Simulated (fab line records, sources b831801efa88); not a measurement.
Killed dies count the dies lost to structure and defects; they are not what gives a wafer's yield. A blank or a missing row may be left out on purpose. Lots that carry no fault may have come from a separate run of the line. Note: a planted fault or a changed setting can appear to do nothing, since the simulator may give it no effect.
Chamber matching    flow gf180mcu    GF_STI_CMP_25 on cmp-01: 4 sister chambers
The step polishes, stops on Si3N4, t overpolish 33 s, target thk 524.6 nm. 8 wafers are shown with their chamber, then 10 later ones without.

== WAFERS, EACH WITH ITS CHAMBER ==
wafer   chamber  motor current A (A)  time to endpoint s (s)
L820.3  3        11.8                 120
L820.6  3        11.2                 123
L822.5  0        10.6                 113
L823.6  2        14.3                 121
L824.5  0        10.9                 118
L824.6  1        11.7                 124
L826.1  2        13.5                 120
L826.2  1        12.1                 119

== WAFERS MISSING THEIR CHAMBER ==
wafer   motor current A (A)  time to endpoint s (s)
L826.3  10.7                 115
L827.2  10.9                 113
L827.3  13.1                 120
L827.5  10.6                 115
L828.1  13.8                 125
L828.4  12.1                 123
L828.6  10.7                 117
L840.3  12.1                 117
L840.5  14.2                 118
L840.6  12.3                 113

== EACH ONE'S CHAMBER ==
wafer   from the rows above                in truth
L826.3  0                                  0
L827.2  0                                  0
L827.3  can't be placed: 2 or 1            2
L827.5  0                                  0
L828.1  2                                  2
L828.4  can't be placed: 1 or 3            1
L828.6  0                                  0
L840.3  can't be placed: 1 or 3 or 0       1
L840.5  2                                  2
L840.6  can't be placed: 1 or 3 or 0 or 2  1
Placed correctly: 6 of 10. Unplaceable from these rows: 4, with the true chamber sitting among the candidates in 4. 0 placed wrongly.
How it was worked out, from the rows above alone: a wafer's distance from a chamber is the root of the sum, over the readings, of the square of ((its reading less the chamber's mean) divided by the reading's scatter). The wafer belongs to the nearest chamber; if the next one is less than 2 further off, it can't be placed. A chamber's mean is the mean of its shown wafers. The scatter is the square root of a quotient: the sum, over the shown wafers, of each reading's squared deviation from its chamber's mean, divided by wafers minus chambers.
